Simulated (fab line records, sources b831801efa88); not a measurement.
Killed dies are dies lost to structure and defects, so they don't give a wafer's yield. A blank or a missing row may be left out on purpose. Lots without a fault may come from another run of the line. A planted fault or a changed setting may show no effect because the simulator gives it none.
Chamber matching | flow gf180mcu | GF_CONTACT_CMP_27 on cmp-02: 4 sister chambers
The step polishes, stops on SiO2, t overpolish 15 s, target thk 0 nm. 8 wafers are shown with their chamber, then 8 later ones without.

WAFERS WITH THEIR CHAMBER
wafer  | chamber | motor_current_A (A) | time_to_endpoint_s (s)
L076.2 | 0       | 13.5                | 78
L080.2 | 1       | 12.7                | 71
L080.3 | 0       | 13.3                | 72
L080.6 | 3       | 8.9                 | 69
L085.1 | 1       | 12.6                | 74
L085.4 | 3       | 8.4                 | 71
L085.5 | 2       | 9.7                 | 81
L086.2 | 2       | 10.1                | 78

WAFERS WITHOUT THEIR CHAMBER
wafer  | motor_current_A (A) | time_to_endpoint_s (s)
L086.4 | 13.2                | 73
L086.5 | 10.4                | 79
L090.1 | 10.0                | 72
L090.3 | 12.0                | 70
L090.5 | 13.6                | 69
L094.2 | 10.4                | 72
L094.4 | 11.9                | 68
L094.5 | 12.2                | 68

WHICH CHAMBER EACH WENT THROUGH
wafer  | from the rows above     | in truth
L086.4 | can't be placed: 0 or 1 | 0
L086.5 | 2                       | 2
L090.1 | 2                       | 2
L090.3 | 1                       | 1
L090.5 | can't be placed: 0 or 1 | 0
L094.2 | 2                       | 2
L094.4 | 1                       | 1
L094.5 | 1                       | 1
Placed correctly: 6 of 8. Can't be placed from these rows: 2 (the true chamber is among the candidates in 2). Placed wrongly: 0.
How it was worked out, from the rows above alone: a wafer's distance from a chamber is the root of the sum, over the readings, of the square of ((its reading less the chamber's mean) divided by the reading's scatter). The wafer belongs to the nearest chamber; if the next one is less than 2 further off, it can't be placed. A chamber's mean is the mean of its shown wafers. The scatter: the root of (the sum of the squares of (reading less its chamber's mean) over the shown wafers, divided by (wafers less chambers)).
